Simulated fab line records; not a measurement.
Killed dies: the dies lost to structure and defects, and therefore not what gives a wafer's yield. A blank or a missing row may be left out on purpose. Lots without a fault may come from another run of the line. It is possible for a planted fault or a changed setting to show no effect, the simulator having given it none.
The tool behind it: which one? || flow sky130 || Sampling: 24 lots, 72 wafers, 5 of 708 route steps

== WHAT EACH GAUGE READ, for each wafer ==
SKY_VIA2_THK_MEAS_01. Usual: for VIA2_HDPCVD_THK the level is 1184 nm and the standard deviation is 11.
{"lot": "L074", "measured": "day 34 21:49", "on": "filmMetro-02", "VIA2_HDPCVD_THK (nm)": "1190 1175 1186", "flag": ""}
{"lot": "L075", "measured": "day 35 15:43", "on": "filmMetro-04", "VIA2_HDPCVD_THK (nm)": "1176 1167 1162", "flag": ""}
{"lot": "L076", "measured": "day 35 17:26", "on": "filmMetro-03", "VIA2_HDPCVD_THK (nm)": "1189 1191 1193", "flag": ""}
{"lot": "L077", "measured": "day 36 06:27", "on": "filmMetro-03", "VIA2_HDPCVD_THK (nm)": "1181 1194 1196", "flag": ""}
{"lot": "L078", "measured": "day 37 11:38", "on": "filmMetro-04", "VIA2_HDPCVD_THK (nm)": "1188 1189 1186", "flag": ""}
{"lot": "L079", "measured": "day 37 11:58", "on": "filmMetro-02", "VIA2_HDPCVD_THK (nm)": "1185 1183 1181", "flag": ""}
{"lot": "L080", "measured": "day 37 12:20", "on": "filmMetro-04", "VIA2_HDPCVD_THK (nm)": "1188 1177 1193", "flag": ""}
{"lot": "L081", "measured": "day 37 14:25", "on": "filmMetro-04", "VIA2_HDPCVD_THK (nm)": "1179 1174 1176", "flag": ""}
{"lot": "L082", "measured": "day 37 19:17", "on": "filmMetro-02", "VIA2_HDPCVD_THK (nm)": "1192 1186 1182", "flag": ""}
{"lot": "L083", "measured": "day 38 04:29", "on": "filmMetro-03", "VIA2_HDPCVD_THK (nm)": "1194 1195 1196", "flag": ""}
{"lot": "L084", "measured": "day 38 16:46", "on": "filmMetro-02", "VIA2_HDPCVD_THK (nm)": "1181 1180 1170", "flag": ""}
{"lot": "L086", "measured": "day 39 01:32", "on": "filmMetro-02", "VIA2_HDPCVD_THK (nm)": "1177 1198 1202", "flag": ""}
{"lot": "L085", "measured": "day 39 04:11", "on": "filmMetro-04", "VIA2_HDPCVD_THK (nm)": "1183 1189 1184", "flag": ""}
{"lot": "L087", "measured": "day 39 12:20", "on": "filmMetro-04", "VIA2_HDPCVD_THK (nm)": "1210 1187 1197", "flag": ""}
{"lot": "L088", "measured": "day 39 13:23", "on": "filmMetro-03", "VIA2_HDPCVD_THK (nm)": "1203 1177 1180", "flag": ""}
{"lot": "L089", "measured": "day 40 08:31", "on": "filmMetro-04", "VIA2_HDPCVD_THK (nm)": "1188 1197 1199", "flag": ""}
{"lot": "L090", "measured": "day 40 15:15", "on": "filmMetro-02", "VIA2_HDPCVD_THK (nm)": "1212 1195 1201", "flag": ""}
{"lot": "L091", "measured": "day 40 19:04", "on": "filmMetro-03", "VIA2_HDPCVD_THK (nm)": "1191 1195 1195", "flag": ""}
{"lot": "L092", "measured": "day 40 23:30", "on": "filmMetro-02", "VIA2_HDPCVD_THK (nm)": "1186 1184 1196", "flag": ""}
{"lot": "L093", "measured": "day 41 00:58", "on": "filmMetro-02", "VIA2_HDPCVD_THK (nm)": "1175 1174 1184", "flag": ""}
{"lot": "L094", "measured": "day 41 09:06", "on": "filmMetro-02", "VIA2_HDPCVD_THK (nm)": "1178 1173 1170", "flag": ""}
{"lot": "L095", "measured": "day 41 16:10", "on": "filmMetro-03", "VIA2_HDPCVD_THK (nm)": "1165 1182 1165", "flag": ""}
{"lot": "L097", "measured": "day 42 15:46", "on": "filmMetro-04", "VIA2_HDPCVD_THK (nm)": "1177 1173 1180", "flag": ""}
{"lot": "L096", "measured": "day 43 17:58", "on": "filmMetro-04", "VIA2_HDPCVD_THK (nm)": "1164 1182 1159", "flag": ""}

SKY_METAL3_OVL_MEAS_14. Usual: for METAL3_OVL the level is 1 nm and the standard deviation is 4.9.
{"lot": "L074", "measured": "day 38 05:14", "on": "overlay-01", "METAL3_OVL (nm)": "4 1 5", "flag": ""}
{"lot": "L075", "measured": "day 39 00:24", "on": "overlay-02", "METAL3_OVL (nm)": "-1 8 2", "flag": ""}
{"lot": "L076", "measured": "day 39 01:56", "on": "overlay-02", "METAL3_OVL (nm)": "1 3 3", "flag": ""}
{"lot": "L077", "measured": "day 39 14:52", "on": "overlay-02", "METAL3_OVL (nm)": "8 4 -2", "flag": ""}
{"lot": "L078", "measured": "day 40 16:04", "on": "overlay-02", "METAL3_OVL (nm)": "-4 3 0", "flag": ""}
{"lot": "L079", "measured": "day 40 17:49", "on": "overlay-01", "METAL3_OVL (nm)": "-7 -6 1", "flag": ""}
{"lot": "L080", "measured": "day 40 19:23", "on": "overlay-01", "METAL3_OVL (nm)": "-5 -5 -1", "flag": ""}
{"lot": "L081", "measured": "day 40 20:54", "on": "overlay-02", "METAL3_OVL (nm)": "-5 1 4", "flag": ""}
{"lot": "L082", "measured": "day 41 00:51", "on": "overlay-02", "METAL3_OVL (nm)": "2 6 1", "flag": ""}
{"lot": "L083", "measured": "day 41 09:09", "on": "overlay-01", "METAL3_OVL (nm)": "2 3 -3", "flag": ""}
{"lot": "L084", "measured": "day 41 22:24", "on": "overlay-01", "METAL3_OVL (nm)": "-7 -2 -8", "flag": ""}
{"lot": "L086", "measured": "day 42 05:36", "on": "overlay-02", "METAL3_OVL (nm)": "9 13 12", "flag": ""}
{"lot": "L085", "measured": "day 42 06:21", "on": "overlay-01", "METAL3_OVL (nm)": "2 -7 -2", "flag": ""}
{"lot": "L087", "measured": "day 42 15:46", "on": "overlay-01", "METAL3_OVL (nm)": "-3 -2 0", "flag": ""}
{"lot": "L088", "measured": "day 42 17:25", "on": "overlay-01", "METAL3_OVL (nm)": "-6 -2 0", "flag": ""}
{"lot": "L089", "measured": "day 43 11:02", "on": "overlay-01", "METAL3_OVL (nm)": "0 0 -3", "flag": ""}
{"lot": "L090", "measured": "day 43 16:59", "on": "overlay-02", "METAL3_OVL (nm)": "-3 1 2", "flag": ""}
{"lot": "L091", "measured": "day 43 21:25", "on": "overlay-01", "METAL3_OVL (nm)": "-4 -3 -1", "flag": ""}
{"lot": "L092", "measured": "day 44 01:20", "on": "overlay-02", "METAL3_OVL (nm)": "7 7 6", "flag": ""}
{"lot": "L093", "measured": "day 44 02:17", "on": "overlay-01", "METAL3_OVL (nm)": "0 1 4", "flag": ""}
{"lot": "L094", "measured": "day 44 08:57", "on": "overlay-02", "METAL3_OVL (nm)": "4 11 1", "flag": ""}
{"lot": "L095", "measured": "day 44 15:33", "on": "overlay-02", "METAL3_OVL (nm)": "3 10 7", "flag": ""}
{"lot": "L097", "measured": "day 45 13:12", "on": "overlay-01", "METAL3_OVL (nm)": "3 7 4", "flag": ""}
{"lot": "L096", "measured": "day 46 12:27", "on": "overlay-01", "METAL3_OVL (nm)": "-6 -1 -3", "flag": ""}

== WHAT TOOL EACH LOT RAN ON (gives the tool, then ch and the chambers of the sampled wafers, and finally the start) ==
{"lot": "L074", "SKY_CONTACT_CMP_27": "cmp-02 ch 0,3, day 31 08:22", "SKY_VIA2_CVD_21": "cvdW-02 ch 0,1, day 36 01:08", "SKY_METAL3_SPUTTER_01": "pvdSputter-04, day 36 01:46"}
{"lot": "L075", "SKY_CONTACT_CMP_27": "cmp-02 ch 0,3, day 32 02:23", "SKY_VIA2_CVD_21": "cvdW-02 ch 0,1, day 36 19:17", "SKY_METAL3_SPUTTER_01": "pvdSputter-03, day 36 19:53"}
{"lot": "L076", "SKY_CONTACT_CMP_27": "cmp-01 ch 0,1,2, day 32 05:27", "SKY_VIA2_CVD_21": "cvdW-01 ch 0,1, day 36 20:17", "SKY_METAL3_SPUTTER_01": "pvdSputter-04, day 36 20:55"}
{"lot": "L077", "SKY_CONTACT_CMP_27": "cmp-02 ch 1,2, day 32 18:45", "SKY_VIA2_CVD_21": "cvdW-02 ch 0,1, day 37 10:11", "SKY_METAL3_SPUTTER_01": "pvdSputter-01, day 37 10:46"}
{"lot": "L078", "SKY_CONTACT_CMP_27": "cmp-02 ch 2,3, day 34 00:22", "SKY_VIA2_CVD_21": "cvdW-02 ch 0,1, day 38 15:20", "SKY_METAL3_SPUTTER_01": "pvdSputter-04, day 38 15:56"}
{"lot": "L079", "SKY_CONTACT_CMP_27": "cmp-02 ch 1,2, day 34 01:35", "SKY_VIA2_CVD_21": "cvdW-01 ch 0,1, day 38 15:43", "SKY_METAL3_SPUTTER_01": "pvdSputter-03, day 38 16:32"}
{"lot": "L080", "SKY_CONTACT_CMP_27": "cmp-02 ch 0,3, day 34 01:56", "SKY_VIA2_CVD_21": "cvdW-02 ch 0, day 38 15:59", "SKY_METAL3_SPUTTER_01": "pvdSputter-04, day 38 16:50"}
{"lot": "L081", "SKY_CONTACT_CMP_27": "cmp-01 ch 0,1,2, day 34 03:21", "SKY_VIA2_CVD_21": "cvdW-01 ch 0,1, day 38 17:54", "SKY_METAL3_SPUTTER_01": "pvdSputter-04, day 38 18:29"}
{"lot": "L082", "SKY_CONTACT_CMP_27": "cmp-02 ch 0,1,2, day 34 09:06", "SKY_VIA2_CVD_21": "cvdW-01 ch 0,1, day 38 22:29", "SKY_METAL3_SPUTTER_01": "pvdSputter-03, day 38 23:04"}
{"lot": "L083", "SKY_CONTACT_CMP_27": "cmp-02 ch 0,1,2, day 34 17:46", "SKY_VIA2_CVD_21": "cvdW-01 ch 0,1, day 39 07:23", "SKY_METAL3_SPUTTER_01": "pvdSputter-01, day 39 08:01"}
{"lot": "L084", "SKY_CONTACT_CMP_27": "cmp-01 ch 1,3, day 35 06:18", "SKY_VIA2_CVD_21": "cvdW-01 ch 1, day 39 19:40", "SKY_METAL3_SPUTTER_01": "pvdSputter-03, day 39 20:18"}
{"lot": "L086", "SKY_CONTACT_CMP_27": "cmp-02 ch 0,1,3, day 35 14:46", "SKY_VIA2_CVD_21": "cvdW-02 ch 0,1, day 40 04:12", "SKY_METAL3_SPUTTER_01": "pvdSputter-01, day 40 04:50"}
{"lot": "L085", "SKY_CONTACT_CMP_27": "cmp-01 ch 1,2,3, day 35 18:02", "SKY_VIA2_CVD_21": "cvdW-01 ch 0,1, day 40 05:56", "SKY_METAL3_SPUTTER_01": "pvdSputter-04, day 40 06:34"}
{"lot": "L087", "SKY_CONTACT_CMP_27": "cmp-01 ch 0,1,3, day 36 02:30", "SKY_VIA2_CVD_21": "cvdW-01 ch 0,1, day 40 14:26", "SKY_METAL3_SPUTTER_01": "pvdSputter-04, day 40 15:19"}
{"lot": "L088", "SKY_CONTACT_CMP_27": "cmp-01 ch 0,1,2, day 36 03:24", "SKY_VIA2_CVD_21": "cvdW-02 ch 1, day 40 15:23", "SKY_METAL3_SPUTTER_01": "pvdSputter-01, day 40 16:01"}
{"lot": "L089", "SKY_CONTACT_CMP_27": "cmp-02 ch 1,2,3, day 36 22:41", "SKY_VIA2_CVD_21": "cvdW-02 ch 0,1, day 41 10:43", "SKY_METAL3_SPUTTER_01": "pvdSputter-04, day 41 11:20"}
{"lot": "L090", "SKY_CONTACT_CMP_27": "cmp-02 ch 0,1,2, day 37 06:09", "SKY_VIA2_CVD_21": "cvdW-01 ch 0,1, day 41 16:41", "SKY_METAL3_SPUTTER_01": "pvdSputter-03, day 41 17:20"}
{"lot": "L091", "SKY_CONTACT_CMP_27": "cmp-02 ch 0,3, day 37 11:24", "SKY_VIA2_CVD_21": "cvdW-02 ch 0,1, day 41 21:58", "SKY_METAL3_SPUTTER_01": "pvdSputter-03, day 41 22:35"}
{"lot": "L092", "SKY_CONTACT_CMP_27": "cmp-02 ch 1,2,3, day 37 16:13", "SKY_VIA2_CVD_21": "cvdW-02 ch 0,1, day 42 01:07", "SKY_METAL3_SPUTTER_01": "pvdSputter-01, day 42 01:45"}
{"lot": "L093", "SKY_CONTACT_CMP_27": "cmp-02 ch 1,2, day 37 17:44", "SKY_VIA2_CVD_21": "cvdW-01 ch 0,1, day 42 02:58", "SKY_METAL3_SPUTTER_01": "pvdSputter-04, day 42 03:35"}
{"lot": "L094", "SKY_CONTACT_CMP_27": "cmp-02 ch 0,2,3, day 38 01:50", "SKY_VIA2_CVD_21": "cvdW-02 ch 0,1, day 42 10:19", "SKY_METAL3_SPUTTER_01": "pvdSputter-04, day 42 10:57"}
{"lot": "L095", "SKY_CONTACT_CMP_27": "cmp-02 ch 0,3, day 38 08:31", "SKY_VIA2_CVD_21": "cvdW-02 ch 0,1, day 42 16:12", "SKY_METAL3_SPUTTER_01": "pvdSputter-01, day 42 16:50"}
{"lot": "L097", "SKY_CONTACT_CMP_27": "cmp-01 ch 0,1,3, day 39 11:00", "SKY_VIA2_CVD_21": "cvdW-01 ch 0,1, day 43 15:58", "SKY_METAL3_SPUTTER_01": "pvdSputter-04, day 43 16:36"}
{"lot": "L096", "SKY_CONTACT_CMP_27": "cmp-01 ch 0,2,3, day 40 14:48", "SKY_VIA2_CVD_21": "cvdW-02 ch 0,1, day 44 17:41", "SKY_METAL3_SPUTTER_01": "pvdSputter-01, day 44 18:19"}
- SKY_CONTACT_CMP_27: polishes, stops on SiO2, t overpolish 15 s, target thk 0 nm.
- SKY_VIA2_CVD_21: deposits W, target thk 420 nm, time 126.4 s.
- SKY_METAL3_SPUTTER_01: material TiN, target thk 20 nm, time 16.7 s.

== AS READ BY THE TOOLS THEMSELVES (means over the sampled wafers that have a number; for cases with no such wafer, the mark the record gives instead) ==
SKY_CONTACT_CMP_27. Usual: edgeZonePressureFrac 1.000, standard deviation 0.005; motorCurrentA 11.7 A, standard deviation 0.97; overpolishRunS 15.000 s, standard deviation 0.0086; platenRpm 59.99 rpm, standard deviation 0.042; timeToEndpointS 82.4 s, standard deviation 2.8.
{"lot": "L074", "tool": "cmp-02", "edgeZonePressureFrac": 0.993, "motorCurrentA (A)": 12.0, "overpolishRunS (s)": 15.012, "platenRpm (rpm)": 60.00, "timeToEndpointS (s)": 83.1, "flag": ""}
{"lot": "L075", "tool": "cmp-02", "edgeZonePressureFrac": 1.001, "motorCurrentA (A)": 12.0, "overpolishRunS (s)": 14.996, "platenRpm (rpm)": 60.03, "timeToEndpointS (s)": 80.3, "flag": ""}
{"lot": "L076", "tool": "cmp-01", "edgeZonePressureFrac": 0.998, "motorCurrentA (A)": 12.4, "overpolishRunS (s)": 15.010, "platenRpm (rpm)": 60.01, "timeToEndpointS (s)": 86.5, "flag": ""}
{"lot": "L077", "tool": "cmp-02", "edgeZonePressureFrac": 1.002, "motorCurrentA (A)": 10.5, "overpolishRunS (s)": 15.001, "platenRpm (rpm)": 59.96, "timeToEndpointS (s)": 83.8, "flag": ""}
{"lot": "L078", "tool": "cmp-02", "edgeZonePressureFrac": 0.998, "motorCurrentA (A)": 11.7, "overpolishRunS (s)": 14.998, "platenRpm (rpm)": 59.93, "timeToEndpointS (s)": 84.5, "flag": ""}
{"lot": "L079", "tool": "cmp-02", "edgeZonePressureFrac": 0.999, "motorCurrentA (A)": 10.3, "overpolishRunS (s)": 15.003, "platenRpm (rpm)": 60.02, "timeToEndpointS (s)": 78.4, "flag": ""}
{"lot": "L080", "tool": "cmp-02", "edgeZonePressureFrac": 1.000, "motorCurrentA (A)": 12.2, "overpolishRunS (s)": 15.002, "platenRpm (rpm)": 60.00, "timeToEndpointS (s)": 84.5, "flag": ""}
{"lot": "L081", "tool": "cmp-01", "edgeZonePressureFrac": 1.000, "motorCurrentA (A)": 12.5, "overpolishRunS (s)": 14.998, "platenRpm (rpm)": 60.02, "timeToEndpointS (s)": 78.7, "flag": ""}
{"lot": "L082", "tool": "cmp-02", "edgeZonePressureFrac": 1.004, "motorCurrentA (A)": 10.8, "overpolishRunS (s)": 15.008, "platenRpm (rpm)": 60.00, "timeToEndpointS (s)": 81.3, "flag": ""}
{"lot": "L083", "tool": "cmp-02", "edgeZonePressureFrac": 1.003, "motorCurrentA (A)": 11.2, "overpolishRunS (s)": 15.000, "platenRpm (rpm)": 60.05, "timeToEndpointS (s)": 83.7, "flag": ""}
{"lot": "L084", "tool": "cmp-01", "edgeZonePressureFrac": 0.994, "motorCurrentA (A)": 11.9, "overpolishRunS (s)": 14.997, "platenRpm (rpm)": 60.04, "timeToEndpointS (s)": 80.7, "flag": ""}
{"lot": "L086", "tool": "cmp-02", "edgeZonePressureFrac": 1.003, "motorCurrentA (A)": 11.5, "overpolishRunS (s)": 14.998, "platenRpm (rpm)": 60.02, "timeToEndpointS (s)": 78.4, "flag": ""}
{"lot": "L085", "tool": "cmp-01", "edgeZonePressureFrac": 1.000, "motorCurrentA (A)": 11.9, "overpolishRunS (s)": 14.998, "platenRpm (rpm)": 60.01, "timeToEndpointS (s)": 84.7, "flag": ""}
{"lot": "L087", "tool": "cmp-01", "edgeZonePressureFrac": 1.002, "motorCurrentA (A)": 12.3, "overpolishRunS (s)": 15.000, "platenRpm (rpm)": 60.02, "timeToEndpointS (s)": 80.3, "flag": ""}
{"lot": "L088", "tool": "cmp-01", "edgeZonePressureFrac": 1.003, "motorCurrentA (A)": 12.5, "overpolishRunS (s)": 14.999, "platenRpm (rpm)": 59.98, "timeToEndpointS (s)": 82.6, "flag": ""}
{"lot": "L089", "tool": "cmp-02", "edgeZonePressureFrac": 1.000, "motorCurrentA (A)": 11.3, "overpolishRunS (s)": 14.999, "platenRpm (rpm)": 59.97, "timeToEndpointS (s)": 84.9, "flag": ""}
{"lot": "L090", "tool": "cmp-02", "edgeZonePressureFrac": 1.003, "motorCurrentA (A)": 11.2, "overpolishRunS (s)": 14.995, "platenRpm (rpm)": 59.96, "timeToEndpointS (s)": 82.8, "flag": ""}
{"lot": "L091", "tool": "cmp-02", "edgeZonePressureFrac": 0.999, "motorCurrentA (A)": 12.2, "overpolishRunS (s)": 14.996, "platenRpm (rpm)": 60.02, "timeToEndpointS (s)": 78.9, "flag": ""}
{"lot": "L092", "tool": "cmp-02", "edgeZonePressureFrac": 1.002, "motorCurrentA (A)": 11.2, "overpolishRunS (s)": 15.000, "platenRpm (rpm)": 59.98, "timeToEndpointS (s)": 83.3, "flag": ""}
{"lot": "L093", "tool": "cmp-02", "edgeZonePressureFrac": 0.997, "motorCurrentA (A)": 10.6, "overpolishRunS (s)": 14.998, "platenRpm (rpm)": 60.00, "timeToEndpointS (s)": 82.6, "flag": ""}
{"lot": "L094", "tool": "cmp-02", "edgeZonePressureFrac": 0.995, "motorCurrentA (A)": 12.1, "overpolishRunS (s)": 14.991, "platenRpm (rpm)": 59.95, "timeToEndpointS (s)": 83.3, "flag": ""}
{"lot": "L095", "tool": "cmp-02", "edgeZonePressureFrac": 1.003, "motorCurrentA (A)": 12.1, "overpolishRunS (s)": 15.002, "platenRpm (rpm)": 59.95, "timeToEndpointS (s)": 84.2, "flag": ""}
{"lot": "L097", "tool": "cmp-01", "edgeZonePressureFrac": 1.001, "motorCurrentA (A)": 12.5, "overpolishRunS (s)": 14.997, "platenRpm (rpm)": 59.98, "timeToEndpointS (s)": 82.1, "flag": ""}
{"lot": "L096", "tool": "cmp-01", "edgeZonePressureFrac": 1.000, "motorCurrentA (A)": 12.7, "overpolishRunS (s)": 15.011, "platenRpm (rpm)": 59.97, "timeToEndpointS (s)": 81.9, "flag": ""}

SKY_VIA2_CVD_21. Usual: 860 W for heaterPowerW, sd 72.
{"lot": "L074", "tool": "cvdW-02", "heaterPowerW (W)": 940, "flag": ""}
{"lot": "L075", "tool": "cvdW-02", "heaterPowerW (W)": 955, "flag": ""}
{"lot": "L076", "tool": "cvdW-01", "heaterPowerW (W)": 780, "flag": ""}
{"lot": "L077", "tool": "cvdW-02", "heaterPowerW (W)": 961, "flag": ""}
{"lot": "L078", "tool": "cvdW-02", "heaterPowerW (W)": 940, "flag": ""}
{"lot": "L079", "tool": "cvdW-01", "heaterPowerW (W)": 780, "flag": ""}
{"lot": "L080", "tool": "cvdW-02", "heaterPowerW (W)": 924, "flag": ""}
{"lot": "L081", "tool": "cvdW-01", "heaterPowerW (W)": 791, "flag": ""}
{"lot": "L082", "tool": "cvdW-01", "heaterPowerW (W)": 785, "flag": ""}
{"lot": "L083", "tool": "cvdW-01", "heaterPowerW (W)": 853, "flag": ""}
{"lot": "L084", "tool": "cvdW-01", "heaterPowerW (W)": 895, "flag": ""}
{"lot": "L086", "tool": "cvdW-02", "heaterPowerW (W)": 879, "flag": ""}
{"lot": "L085", "tool": "cvdW-01", "heaterPowerW (W)": 841, "flag": ""}
{"lot": "L087", "tool": "cvdW-01", "heaterPowerW (W)": 793, "flag": ""}
{"lot": "L088", "tool": "cvdW-02", "heaterPowerW (W)": 856, "flag": ""}
{"lot": "L089", "tool": "cvdW-02", "heaterPowerW (W)": 878, "flag": ""}
{"lot": "L090", "tool": "cvdW-01", "heaterPowerW (W)": 782, "flag": ""}
{"lot": "L091", "tool": "cvdW-02", "heaterPowerW (W)": 873, "flag": ""}
{"lot": "L092", "tool": "cvdW-02", "heaterPowerW (W)": 870, "flag": ""}
{"lot": "L093", "tool": "cvdW-01", "heaterPowerW (W)": 789, "flag": ""}
{"lot": "L094", "tool": "cvdW-02", "heaterPowerW (W)": 876, "flag": ""}
{"lot": "L095", "tool": "cvdW-02", "heaterPowerW (W)": 877, "flag": ""}
{"lot": "L097", "tool": "cvdW-01", "heaterPowerW (W)": 841, "flag": ""}
{"lot": "L096", "tool": "cvdW-02", "heaterPowerW (W)": 883, "flag": ""}

SKY_METAL3_SPUTTER_01. Usual: 30.4 % for throttleValvePct, sd 0.99.
{"lot": "L074", "tool": "pvdSputter-04", "throttleValvePct (%)": 29.8, "flag": ""}
{"lot": "L075", "tool": "pvdSputter-03", "throttleValvePct (%)": 31.8, "flag": ""}
{"lot": "L076", "tool": "pvdSputter-04", "throttleValvePct (%)": 30.7, "flag": ""}
{"lot": "L077", "tool": "pvdSputter-01", "throttleValvePct (%)": 29.9, "flag": ""}
{"lot": "L078", "tool": "pvdSputter-04", "throttleValvePct (%)": 30.1, "flag": ""}
{"lot": "L079", "tool": "pvdSputter-03", "throttleValvePct (%)": 30.7, "flag": ""}
{"lot": "L080", "tool": "pvdSputter-04", "throttleValvePct (%)": 29.2, "flag": ""}
{"lot": "L081", "tool": "pvdSputter-04", "throttleValvePct (%)": 30.3, "flag": ""}
{"lot": "L082", "tool": "pvdSputter-03", "throttleValvePct (%)": 32.0, "flag": ""}
{"lot": "L083", "tool": "pvdSputter-01", "throttleValvePct (%)": 30.2, "flag": ""}
{"lot": "L084", "tool": "pvdSputter-03", "throttleValvePct (%)": 31.5, "flag": ""}
{"lot": "L086", "tool": "pvdSputter-01", "throttleValvePct (%)": 30.2, "flag": ""}
{"lot": "L085", "tool": "pvdSputter-04", "throttleValvePct (%)": 29.9, "flag": ""}
{"lot": "L087", "tool": "pvdSputter-04", "throttleValvePct (%)": 29.7, "flag": ""}
{"lot": "L088", "tool": "pvdSputter-01", "throttleValvePct (%)": 30.0, "flag": ""}
{"lot": "L089", "tool": "pvdSputter-04", "throttleValvePct (%)": 30.4, "flag": ""}
{"lot": "L090", "tool": "pvdSputter-03", "throttleValvePct (%)": 31.0, "flag": ""}
{"lot": "L091", "tool": "pvdSputter-03", "throttleValvePct (%)": 31.5, "flag": ""}
{"lot": "L092", "tool": "pvdSputter-01", "throttleValvePct (%)": 30.1, "flag": ""}
{"lot": "L093", "tool": "pvdSputter-04", "throttleValvePct (%)": 29.9, "flag": ""}
{"lot": "L094", "tool": "pvdSputter-04", "throttleValvePct (%)": 30.0, "flag": ""}
{"lot": "L095", "tool": "pvdSputter-01", "throttleValvePct (%)": 29.7, "flag": ""}
{"lot": "L097", "tool": "pvdSputter-04", "throttleValvePct (%)": 30.6, "flag": ""}
{"lot": "L096", "tool": "pvdSputter-01", "throttleValvePct (%)": 29.9, "flag": ""}

== THE ANSWER, worked out from the rows above alone ==
Rule: lot off if the mean of its wafers having a number is beyond 3 standard deviations from the usual mean. Also off: a lot with no number at a reading for which 4 or more lots have one. Where the step has rows for the other lots, those lots are counted as sound. First the gauges in route order, then the tools' own readings, where a lot's mean is used as printed above. The first step at which some lot is off is used, and at that step the reading that is off furthest; a lot without a number counts as furthest.
Nothing can be told from this: no lot is off at any reading shown.

== WHAT WAS PUT IN BY THE SIMULATOR ==
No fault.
